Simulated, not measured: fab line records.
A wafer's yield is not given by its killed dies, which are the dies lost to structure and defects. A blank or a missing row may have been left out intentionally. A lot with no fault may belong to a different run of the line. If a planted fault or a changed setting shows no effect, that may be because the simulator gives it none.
Chamber matching / flow sky130 / SKY_POLY_GATE_ETCH_17 on rieSi-02 has 4 sister chambers
The step etches poly-Si in HBr/Cl2, stops on SiO2, target depth 180 nm, time 70.5 s. 14 wafers are shown with their chamber, then 7 later ones without.

WAFERS WITH THEIR CHAMBER
wafer=L348.1; chamber=3; drypumpMotorCurrentA (A)=5.4; throttleValvePct (%)=33.674; oesProductAu (a.u.)=0.982
wafer=L348.3; chamber=1; drypumpMotorCurrentA (A)=6.2; throttleValvePct (%)=33.686; oesProductAu (a.u.)=0.985
wafer=L348.6; chamber=1; drypumpMotorCurrentA (A)=6.2; throttleValvePct (%)=33.685; oesProductAu (a.u.)=0.981
wafer=L351.1; chamber=2; drypumpMotorCurrentA (A)=6.4; throttleValvePct (%)=33.692; oesProductAu (a.u.)=0.990
wafer=L351.2; chamber=0; drypumpMotorCurrentA (A)=6.0; throttleValvePct (%)=33.702; oesProductAu (a.u.)=0.987
wafer=L351.4; chamber=1; drypumpMotorCurrentA (A)=6.2; throttleValvePct (%)=33.689; oesProductAu (a.u.)=0.977
wafer=L354.2; chamber=1; drypumpMotorCurrentA (A)=6.2; throttleValvePct (%)=33.660; oesProductAu (a.u.)=0.989
wafer=L354.3; chamber=3; drypumpMotorCurrentA (A)=5.4; throttleValvePct (%)=33.676; oesProductAu (a.u.)=0.991
wafer=L354.5; chamber=1; drypumpMotorCurrentA (A)=6.2; throttleValvePct (%)=33.687; oesProductAu (a.u.)=0.985
wafer=L355.1; chamber=1; drypumpMotorCurrentA (A)=6.2; throttleValvePct (%)=33.672; oesProductAu (a.u.)=0.980
wafer=L355.3; chamber=2; drypumpMotorCurrentA (A)=6.5; throttleValvePct (%)=33.680; oesProductAu (a.u.)=0.993
wafer=L355.5; chamber=1; drypumpMotorCurrentA (A)=6.2; throttleValvePct (%)=33.688; oesProductAu (a.u.)=0.987
wafer=L357.3; chamber=1; drypumpMotorCurrentA (A)=6.2; throttleValvePct (%)=33.685; oesProductAu (a.u.)=0.975
wafer=L357.4; chamber=0; drypumpMotorCurrentA (A)=6.1; throttleValvePct (%)=33.687; oesProductAu (a.u.)=0.982

SIGNATURES (means of the wafers above)
reading=drypumpMotorCurrentA; chamber 0=6.050; chamber 1=6.200; chamber 2=6.450; chamber 3=5.400; scatter within a chamber=0.0316
reading=throttleValvePct; chamber 0=33.69450; chamber 1=33.68150; chamber 2=33.68600; chamber 3=33.67500; scatter within a chamber=0.00955
reading=oesProductAu; chamber 0=0.98450; chamber 1=0.98237; chamber 2=0.99150; chamber 3=0.98650; scatter within a chamber=0.00477
Rule: distance of a wafer from a chamber = root of the sum over the readings of ((wafer's reading minus chamber's mean) / reading's scatter) squared. The wafer belongs to the nearest chamber; if the next one is less than 2 further off, it can't be placed. The scatter is the square root of a quotient: the sum, over the shown wafers, of each reading's squared deviation from its chamber's mean, divided by wafers minus chambers.

WAFERS MISSING THEIR CHAMBER
wafer=L357.5; drypumpMotorCurrentA (A)=6.1; throttleValvePct (%)=33.697; oesProductAu (a.u.)=0.981
wafer=L359.1; drypumpMotorCurrentA (A)=6.4; throttleValvePct (%)=33.701; oesProductAu (a.u.)=0.998
wafer=L359.3; drypumpMotorCurrentA (A)=5.4; throttleValvePct (%)=33.678; oesProductAu (a.u.)=0.986
wafer=L359.6; drypumpMotorCurrentA (A)=6.1; throttleValvePct (%)=33.685; oesProductAu (a.u.)=0.994
wafer=L364.1; drypumpMotorCurrentA (A)=5.4; throttleValvePct (%)=33.678; oesProductAu (a.u.)=0.986
wafer=L364.2; drypumpMotorCurrentA (A)=6.1; throttleValvePct (%)=33.681; oesProductAu (a.u.)=0.989
wafer=L364.5; drypumpMotorCurrentA (A)=6.1; throttleValvePct (%)=33.679; oesProductAu (a.u.)=0.986

CHAMBER TAKEN BY EACH
wafer=L357.5; from the rows above=can't be placed: 0 or 1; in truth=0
wafer=L359.1; from the rows above=2; in truth=2
wafer=L359.3; from the rows above=3; in truth=3
wafer=L359.6; from the rows above=can't be placed: 0 or 1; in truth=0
wafer=L364.1; from the rows above=3; in truth=3
wafer=L364.2; from the rows above=can't be placed: 0 or 1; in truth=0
wafer=L364.5; from the rows above=can't be placed: 0 or 1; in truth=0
3 of 7 placed correctly. Can't be placed from these rows: 4 (the true chamber is among the candidates in 4). 0 placed wrongly.
